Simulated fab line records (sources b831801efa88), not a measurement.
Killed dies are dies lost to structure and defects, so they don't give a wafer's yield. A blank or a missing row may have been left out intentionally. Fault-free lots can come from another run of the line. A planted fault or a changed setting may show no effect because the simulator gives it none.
A struck lot beside a sound one / flow sky130 / 31 steps out of a route of 708
Sound: the wafers L819.2, L819.5, L819.6. Struck: wafers L826.3, L826.6. (L826.1 of the same lot was not struck and is left out.) The cause comes at the end.
Per side, at each step with rows, come the tool, then ch with its chambers, and then its first start. Under that, the readings that differ: sound wafers / struck wafers / difference of the means / sigmas: that difference in standard deviations of wafers without a fault.
alike: readings whose means differ by less than 2 such deviations, and words and numbers that are the same on both sides. not compared: withheld readings, readings that some wafer has no value for, bounds like >300 that may hide the same value, and numbers for which the record gives no deviation and whose values overlap.
A row with sigmas, a row that says differs or no value, or rows on one side alone: a step with any of these is where the two part. When numbers do not overlap yet have no deviation, they are printed without sigmas and do not part them. A reading that every wafer of one side lacks parts them only if that side has two wafers or more.

first, 1 step without rows for these wafers: SKY_VIA1_ETCH_15 (etches SiO2 in C4F8/O2/Ar, stops on TiN, target depth 351 nm, time 54 s).
SKY_VIA1_STRIP_16: strips in O2/N2.
  sound on plasma_asher-04 ch 0,1, day 34 14:56; struck on plasma_asher-04 ch 0,1, day 36 11:20
  alike: drypump_motor_current_A, oes_product_au, strip_time_to_endpoint_s
  not compared: rf_hours_counter_h
then, 5 steps without rows for these wafers: SKY_VIA1_STRIP_17 (strips in post etch residue remover, time 1200 s); SKY_VIA1_CLEAN_18 (cleans in IPA, time 180 s); SKY_VIA1_CLEAN_19 (cleans in O3/DIW); SKY_VIA1_SPUTTER_20 (material TiN, target thk 20 nm, time 80 s); SKY_VIA1_CVD_21 (deposits W, target thk 270 nm, time 80.902 s).
SKY_VIA1_RS_MEAS_22: measures by four-point-probe.
  sound: film_metro-02 at day 34 15:45; struck: film_metro-03 at day 36 12:08
  alike: VIA1_W_RS
SKY_VIA1_THK_MEAS_23: measures by xrf.
  sound: film_metro-02 at day 34 15:52; struck: film_metro-03 at day 36 12:15
  alike: VIA1_W_THK
SKY_VIA1_CMP_24: polishes, stops on SiO2, t overpolish 15 s, target thk 0 nm.
  sound on cmp-01 ch 0,1,2, day 34 16:01; struck on cmp-01 ch 0,3, day 36 12:25
  alike: edge_zone_pressure_frac, motor_current_A, overpolish_run_s, slurry_filter_dp_kPa, time_to_endpoint_s
SKY_METAL2_SPUTTER_00: material Ti, target thk 15 nm, time 10 s.
  sound: pvd_sputter-01 at day 34 16:13; struck: pvd_sputter-04 at day 36 12:37
  alike: throttle_valve_pct
SKY_METAL2_SPUTTER_01: material TiN, target thk 20 nm, time 16.7 s.
  sound: pvd_sputter-01 at day 34 16:14; struck: pvd_sputter-04 at day 36 12:38
  alike: throttle_valve_pct
SKY_METAL2_SPUTTER_02: material AlCu, target thk 250 nm, time 13.3 s.
  sound: pvd_sputter-01 at day 34 16:16; struck: pvd_sputter-04 at day 36 12:40
reading=model.AlCu_of_METAL2_SPUTTER_02.thk_nm (nm); sound=252.7 255.5 256.3; struck=487.5 487.8; difference=+232.8; sigmas=
  alike: throttle_valve_pct
then, 1 step without rows for these wafers: SKY_METAL2_SPUTTER_03 (material Ti, target thk 5 nm, time 3.3 s).
SKY_METAL2_SPUTTER_04: material TiN, target thk 70 nm, time 58.3 s.
  sound: pvd_sputter-01 at day 34 16:18; struck: pvd_sputter-04 at day 36 12:42
  alike: throttle_valve_pct
SKY_METAL2_RS_MEAS_05: measures by four-point-probe.
  sound: film_metro-01 at day 34 16:22; struck: film_metro-04 at day 36 12:45
reading=METAL2_ALCU_RS (ohm/sq); sound=0.1256 0.1241 0.1235; struck=0.0641 0.0642; difference=-0.0602; sigmas=-27
SKY_METAL2_THK_MEAS_06: measures by xrf.
  sound: film_metro-01 at day 34 16:29; struck: film_metro-04 at day 36 12:52
reading=METAL2_ALCU_THK (nm); sound=260 262 261; struck=502 504; difference=+242; sigmas=+55
then, 8 steps without rows for these wafers: SKY_METAL2_DEHYDRATE_07 (time 60 s); SKY_METAL2_HMDS_08 (prime time 60 s); SKY_METAL2_COAT_09 (resist thk 60 nm); SKY_METAL2_COAT_10 (resist thk 450 nm); SKY_METAL2_SOFTBAKE_11 (time 90 s); SKY_METAL2_EXPOSE_12 (exposes mask MM2, target cd 140 nm); SKY_METAL2_PEB_13; SKY_METAL2_DEVELOP_14 (develop time 60 s).
SKY_METAL2_CD_MEAS_15: target cd 140 nm.
  sound: cd_sem-01 at day 35 18:40; struck: cd_sem-02 at day 37 14:54
  alike: cd_nm
SKY_METAL2_OVL_MEAS_16:
  sound: overlay-01 at day 35 18:46; struck: overlay-02 at day 37 15:01
  alike: METAL2_OVL
then, 2 steps without rows for these wafers: SKY_METAL2_DESCUM_17 (chemistry O2, time 8 s); SKY_METAL2_ETCH_18 (etches BARC in N2/H2, stops on SiO2, time 45.9 s, target depth 60 nm).
SKY_METAL2_METAL_ETCH_19: etches the open film in Cl2/BCl3, stops on SiO2, target depth 360 nm, time 78 s.
  sound on rie_metal-04 ch 0,1, day 35 18:54; struck on rie_metal-04 ch 0, day 37 15:09
reading=oes_product_au (a.u.); sound=0.854 0.860 0.862; struck=0.995 0.988; difference=+0.133; sigmas=+18
  alike: drypump_motor_current_A, rf_fwd_power_W, throttle_valve_pct
  not compared: rf_hours_counter_h
then, 1 step without rows for these wafers: SKY_METAL2_STRIP_20 (strips in O2/N2).

## WHERE THEY PART
At SKY_METAL2_RS_MEAS_05 first; at SKY_METAL2_METAL_ETCH_19 last (within this record only).

WHY: whatever the simulator had introduced
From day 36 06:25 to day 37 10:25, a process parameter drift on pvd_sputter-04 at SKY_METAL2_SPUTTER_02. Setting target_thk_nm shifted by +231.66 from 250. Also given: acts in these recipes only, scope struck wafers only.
